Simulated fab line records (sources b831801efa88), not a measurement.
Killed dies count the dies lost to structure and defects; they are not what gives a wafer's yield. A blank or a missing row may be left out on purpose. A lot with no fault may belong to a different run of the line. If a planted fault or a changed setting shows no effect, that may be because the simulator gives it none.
Comparing a struck lot with a sound one    flow sky130    20 steps out of a route of 708
Sound: wafers L849.2, L849.5, L849.6. Wafers L855.2, L855.3, L855.5 were the ones struck. Last of all comes the cause.
Order at every step that has rows: each side's tool, ch and its chambers, its first start. Under that, the readings that differ: sound wafers    struck wafers    difference of the means    sigmas: that difference in standard deviations of wafers without a fault.
alike: words and numbers the same on both sides, and readings whose means are apart by under 2 such deviations; not compared: readings that were withheld, readings missing a value for some wafer, numbers with overlapping values and no deviation given by the record, and bounds like >300 which may hide the same value.
A row with sigmas, a row that says differs or no value, or rows on one side alone: a step with any of these is where the two part. Non-overlapping numbers with no deviation appear without sigmas and do not part them. Lack of a reading on every wafer of one side parts them only where that side has two or more wafers.

first, 1 step without rows for these wafers: SKY_RES_XHIGH_IMPLANT_07.
SKY_RES_XHIGH_STRIP_08: strips in O2/N2.
  sound on plasma_asher-01 ch 0,1, day 27 20:05; struck on plasma_asher-03 ch 0,1, day 30 05:33
  alike: drypump_motor_current_A, oes_product_au, strip_time_to_endpoint_s
  not compared: rf_hours_counter_h
SKY_RES_XHIGH_TW_MEAS_09:
  sound: film_metro-03 at day 27 20:11; struck: film_metro-04 at day 30 05:40
  alike: RES_XHIGH_TW
then, 7 steps without rows for these wafers: SKY_SD_N_DEHYDRATE_00 (time 60 s); SKY_SD_N_HMDS_01 (prime time 60 s); SKY_SD_N_COAT_02 (resist thk 1140 nm); SKY_SD_N_SOFTBAKE_03 (time 60 s); SKY_SD_N_EXPOSE_04 (exposes mask NSDM, target cd 380 nm); SKY_SD_N_PEB_05; SKY_SD_N_DEVELOP_06 (develop time 60 s).
SKY_SD_N_CD_MEAS_07: target cd 380 nm.
  sound: cd_sem-02 at day 29 00:52; struck: cd_sem-02 at day 31 08:58
  alike: cd_nm
SKY_SD_N_OVL_MEAS_08:
  sound: overlay-01 at day 29 00:58; struck: overlay-02 at day 31 09:04
  alike: SD_N_OVL
SKY_SD_N_IMPLANT_09:
  sound on implanter-02 ch 0, day 29 01:01; struck on implanter-04 ch 0, day 31 09:07
reading                    sound              struck             difference  sigmas
implant_ion_amu            75 75 75           49 49 49           -26         
model.implant.rp_nm (nm)   32.67 32.67 32.67  37.55 37.55 37.55  +4.88       
model.implant.drp_nm (nm)  14.11 14.11 14.11  18.55 18.55 18.55  +4.44       
after that, 1 step had no rows for these wafers: SKY_SD_N_IMPLANT_10.
SKY_SD_N_STRIP_11: strips in O2/N2.
  sound on plasma_asher-03 ch 0,1, day 29 01:18; struck on plasma_asher-02 ch 0,1, day 31 09:24
reading                       sound              struck             difference  sigmas
oes_product_au (a.u.)         0.525 0.534 0.529  0.517 0.518 0.514  -0.013      -3
strip_time_to_endpoint_s (s)  22.59 22.64 22.60  23.33 23.33 23.34  +0.72       +17
  alike: drypump_motor_current_A
  not compared: rf_hours_counter_h
SKY_SD_N_TW_MEAS_12:
  sound: film_metro-02 at day 29 01:25; struck: film_metro-03 at day 31 09:31
reading  sound           struck          difference  sigmas
SD_N_TW  4031 4015 4016  3742 3736 3756  -276        -7
then, 1 step without rows for these wafers: SKY_SD_N_CLEAN_13 (cleans in SC1/SC2, time 150 s).
SKY_SD_N_RTA_14: time 2 s.
  sound on rtp_anneal-02 ch 0, day 29 01:31; struck on rtp_anneal-02 ch 0, day 31 09:37
  alike: lamp_power_pct, wafer_temp_C_max
SKY_SD_N_RS_MEAS_16: measurement is done with a four-point probe.
  sound: film_metro-04 at day 29 01:42; struck: film_metro-04 at day 31 09:48
reading           sound              struck  difference                     sigmas
SD_N_RS (ohm/sq)  68.50 68.29 68.47  - - -   no value on the struck wafers  
SKY_SD_N_RS_MEAS_17: measurement is done with a four-point probe.
  sound: film_metro-04 at day 29 01:49; struck: film_metro-04 at day 31 09:55
  alike: SD_P_RS

== WHERE THEY PART ==
Last at SKY_SD_N_RS_MEAS_16 as far as this record goes, first at SKY_SD_N_STRIP_11. Later steps at which nothing parts them and some readings are alike: SKY_SD_N_RS_MEAS_17.

WHY: what the simulator had put in
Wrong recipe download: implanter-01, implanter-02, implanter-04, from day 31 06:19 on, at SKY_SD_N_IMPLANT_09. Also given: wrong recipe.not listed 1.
